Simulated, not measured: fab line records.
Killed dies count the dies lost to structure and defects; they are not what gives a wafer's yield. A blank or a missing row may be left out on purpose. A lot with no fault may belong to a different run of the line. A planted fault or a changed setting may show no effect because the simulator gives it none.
Problem report, 8D (eight disciplines) form, completed by code | flow gf180mcu | the parts of the form that need people (team, actions taken, sign-off) are left out

1. WHAT WENT WRONG
Across 9 wafers from 3 lots, NSD_RS at GF_PSD_RS_MEAS_14 averages 42.64 ohm/sq, while fault-free wafers read 46.15 ohm/sq with a standard deviation of 0.097. That is -36 standard deviations from the usual mean.
The step: measures by four-point-probe.
First seen on wafer L671.1, day 19 18:31, on filmMetro-04. Wafers with a number at this step in the record: 36, from 12 lots. The rule behind "out" and "out of limits": a value lying over 4 standard deviations away from the usual mean. All remaining wafers that have a number are taken as sound.

2. WHAT IT IS, WHAT IT ISN'T
question                    | is                                       | is not
which readings at this step | NSD_RS                                   | -
which lots                  | L671, L672, L673                         | L656, L659, L661, L663, L664, L665, L667, L668, L670
which wafers of those lots  | all that have a number                   | -
read on which gauges        | filmMetro-01, filmMetro-02, filmMetro-04 | -
when                        | from day 19 18:31                        | up to then (27 sound wafers)

3. THE SUSPECTS, EACH WITH WHAT RULES IT OUT
Counting: a tool at a process step up to the reading stays a suspect if it ran every lot that is out and no sound lot after the first of them.
- ruled out: the gauge at GF_PSD_RS_MEAS_14. Those wafers that are out were read across 3 gauges (filmMetro-01, filmMetro-02, filmMetro-04).
- rtpAnneal-01 at GF_PSD_RTA_13 (time 20 s): kept. It processed each lot that is out, first L671 at day 19 18:26, and no sound lot thereafter; up to then, the last sound lot it processed was L670 at day 19 11:29.
The count leaves rtpAnneal-01 at GF_PSD_RTA_13.

4. THE CAUSE (what the simulator had put in)
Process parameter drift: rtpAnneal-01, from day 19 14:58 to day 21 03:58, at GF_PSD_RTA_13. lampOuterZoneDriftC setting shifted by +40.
Counting left only this tool.

5. SEQUENCE OF EFFECTS, ordered by route
Each row: a reading whose mean over the struck wafers that have a number lies more than 3 standard deviations from the usual. Scope: only readings with a usual standard deviation given in the record; hours: median across lots of the time from each lot's start at the first step in this table that gives one to its start at this step; sigmas: change in usual standard deviations.
hours | step              | reading | usual         | on struck wafers | change | sigmas
0     | GF_PSD_RS_MEAS_14 | NSD_RS  | 46.15 ohm/sq  | 42.64            | -3.51  | -36
0     | GF_PSD_RS_MEAS_15 | PSD_RS  | 108.63 ohm/sq | 98.63            | -10.00 | -33
Later steps that measure or inspect, where all struck wafers having a row at the step show a number for every such reading and not one has moved that far: GF_V3_THK_MEAS_03, GF_V3_RS_MEAS_24.

6. HOW IT WOULD HAVE BEEN CAUGHT EARLIER
Counted from the fault's start at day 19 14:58, it took 4 hours until the first out-of-limits reading at a measuring or inspecting step in this record, taken at day 19 18:31.
No tool reading at GF_PSD_RTA_13 that has a usual standard deviation in the record was out on any struck wafer, so an alarm limit of 4 standard deviations on those readings would not have fired.
Among the 3 lots that are out, L672, L673 began GF_PSD_RTA_13 on rtpAnneal-01 after day 19 18:31. A hold on the tool at that time would have spared those 2.
